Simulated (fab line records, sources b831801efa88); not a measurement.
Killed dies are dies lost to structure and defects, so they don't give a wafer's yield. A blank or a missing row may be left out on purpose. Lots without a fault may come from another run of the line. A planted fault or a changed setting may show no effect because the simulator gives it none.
Which tool did it? | flow sky130 | 10 lots, 30 wafers sampled, at 4 steps of a route of 708

WHAT THE GAUGES READ, wafer by wafer
SKY_CAPM_THK_MEAS_01.
lot  | measured     | on            | CAPM_CVD_00_THK (nm)
L328 | day 36 12:54 | film_metro-02 | 15.53 15.61 15.88
L331 | day 37 01:42 | film_metro-04 | 15.44 15.75 15.40
L333 | day 38 00:33 | film_metro-04 | 24.07 15.47 15.75 24.05 15.51 15.82
L337 | day 38 19:51 | film_metro-04 | 24.17 24.00 15.81 24.16 24.05 15.81
L341 | day 39 20:58 | film_metro-04 | 15.18 15.66 15.43
L345 | day 41 05:14 | film_metro-02 | 15.35 15.72 15.63
L346 | day 41 11:50 | film_metro-03 | 15.57 15.79 15.83
L347 | day 41 16:50 | film_metro-04 | 15.55 15.86 15.75
L348 | day 42 08:38 | film_metro-04 | 15.16 15.14 15.09
L350 | day 43 02:12 | film_metro-04 | 15.41 15.83 15.70

WHICH TOOL RAN EACH LOT (tool, then ch and the chambers of the sampled wafers, then the start)
lot  | SKY_METAL2_DESCUM_17              | SKY_VIA2_ETCH_14                   | SKY_CAPM_CVD_00
L328 | rie_metal-03 ch 0,1, day 35 08:08 | rie_diel-04 ch 0,2,3, day 36 11:17 | pecvd-02 ch 1,2, day 36 12:52
L331 | rie_metal-03 ch 0,1, day 35 21:50 | rie_diel-04 ch 0,1,3, day 37 00:01 | pecvd-04 ch 0,2, day 37 01:41
L333 | rie_metal-02 ch 0,1, day 36 20:14 | rie_diel-03 ch 1,2, day 37 22:59   | pecvd-02 ch 1,2, day 38 00:31
L337 | rie_metal-03 ch 0,1, day 37 15:35 | rie_diel-03 ch 1,3, day 38 18:17   | pecvd-02 ch 0,1, day 38 19:49
L341 | rie_metal-02 ch 0,1, day 38 17:21 | rie_diel-01 ch 0,1,2, day 39 19:23 | pecvd-04 ch 0,2, day 39 20:55
L345 | rie_metal-04 ch 0,1, day 40 01:47 | rie_diel-01 ch 0,2,3, day 41 03:38 | pecvd-03 ch 0,1,2, day 41 05:12
L346 | rie_metal-04 ch 0, day 40 08:47   | rie_diel-03 ch 1,2, day 41 10:17   | pecvd-03 ch 1,2, day 41 11:49
L347 | rie_metal-02 ch 0,1, day 40 13:02 | rie_diel-04 ch 0,2,3, day 41 15:14 | pecvd-02 ch 0,2, day 41 16:48
L348 | rie_metal-04 ch 0,1, day 41 05:59 | rie_diel-03 ch 1,2,3, day 42 07:02 | pecvd-03 ch 0,1, day 42 08:36
L350 | rie_metal-04 ch 0,1, day 42 00:23 | rie_diel-01 ch 0,1,3, day 43 00:32 | pecvd-02 ch 0,1, day 43 02:10
- SKY_METAL2_DESCUM_17: chemistry O2, time 8 s.
- SKY_VIA2_ETCH_14: etches BARC in N2/H2, stops on SiO2, time 45.9 s, target depth 60 nm.
- SKY_CAPM_CVD_00: deposits SiO2, target thk 15.5 nm.

WHAT THE TOOLS THEMSELVES READ (means of the sampled wafers that have a number; where no wafer has one, the mark that the record gives instead)
SKY_METAL2_DESCUM_17.
lot  | tool         | drypump_motor_current_A (A) | oes_product_au (a.u.)
L328 | rie_metal-03 | 5.66                        | 0.999
L331 | rie_metal-03 | 5.74                        | 1.007
L333 | rie_metal-02 | 5.72                        | 0.996
L337 | rie_metal-03 | 5.66                        | 0.987
L341 | rie_metal-02 | 5.71                        | 1.005
L345 | rie_metal-04 | 5.58                        | 0.998
L346 | rie_metal-04 | 5.63                        | 0.998
L347 | rie_metal-02 | 5.69                        | 1.012
L348 | rie_metal-04 | 5.54                        | 0.983
L350 | rie_metal-04 | 5.60                        | 0.996

SKY_VIA2_ETCH_14.
lot  | tool        | bias_w (W) | drypump_motor_current_A (A) | oes_product_au (a.u.) | throttle_valve_pct (%)
L328 | rie_diel-04 | 100.4      | 5.8                         | 0.853                 | 13.219
L331 | rie_diel-04 | 100.0      | 5.6                         | 0.854                 | 13.226
L333 | rie_diel-03 | 99.8       | 6.2                         | 0.862                 | 13.227
L337 | rie_diel-03 | 100.0      | 5.6                         | 0.858                 | 13.228
L341 | rie_diel-01 | 100.1      | 5.6                         | 0.856                 | 13.216
L345 | rie_diel-01 | 99.9       | 5.8                         | 0.852                 | 13.231
L346 | rie_diel-03 | 99.9       | 6.0                         | 0.855                 | 13.216
L347 | rie_diel-04 | 99.8       | 5.8                         | 0.854                 | 13.228
L348 | rie_diel-03 | 99.9       | 5.9                         | 0.857                 | 13.221
L350 | rie_diel-01 | 100.2      | 5.4                         | 0.852                 | 13.224

SKY_CAPM_CVD_00.
lot  | tool     | heater_power_w (W)
L328 | pecvd-02 | 822
L331 | pecvd-04 | 724
L333 | pecvd-02 | 843
L337 | pecvd-02 | 802
L341 | pecvd-04 | 800
L345 | pecvd-03 | 845
L346 | pecvd-03 | 980
L347 | pecvd-02 | 778
L348 | pecvd-03 | 855
L350 | pecvd-02 | 776

THE ANSWER, worked out from the rows above alone
Rule: what is usual is taken from the lots themselves. Put in order of their means at a reading, lots are off if they are a third of the lots or fewer, leave a main group of 4 or more, and stand apart from it by a gap of 3 or more times the standard deviation of the main group's means; of several such gaps the widest counts. A main group whose means are all the same, to the digits that the tables above print for the reading, isn't used. A lot without any number at a reading at which 4 lots or more have one is off too. The other lots that the step has rows for count as sound. The gauges are gone through in route order, then the tools' own readings, and for those a lot's mean is taken as printed above. The first step at which some lot is off is used, and at that step the reading that is off furthest; a lot without a number counts as furthest.
Off: L333, L337, at SKY_CAPM_THK_MEAS_01 (CAPM_CVD_00_THK). The main group: mean 15.55 nm, standard deviation 0.19.
A tool fits if, at a process step before that reading, it ran every lot that is off, and no sound lot after the first of them. The gauges at SKY_CAPM_THK_MEAS_01 are tried like those tools. None of those tried fits.

WHAT THE SIMULATOR HAD PUT IN
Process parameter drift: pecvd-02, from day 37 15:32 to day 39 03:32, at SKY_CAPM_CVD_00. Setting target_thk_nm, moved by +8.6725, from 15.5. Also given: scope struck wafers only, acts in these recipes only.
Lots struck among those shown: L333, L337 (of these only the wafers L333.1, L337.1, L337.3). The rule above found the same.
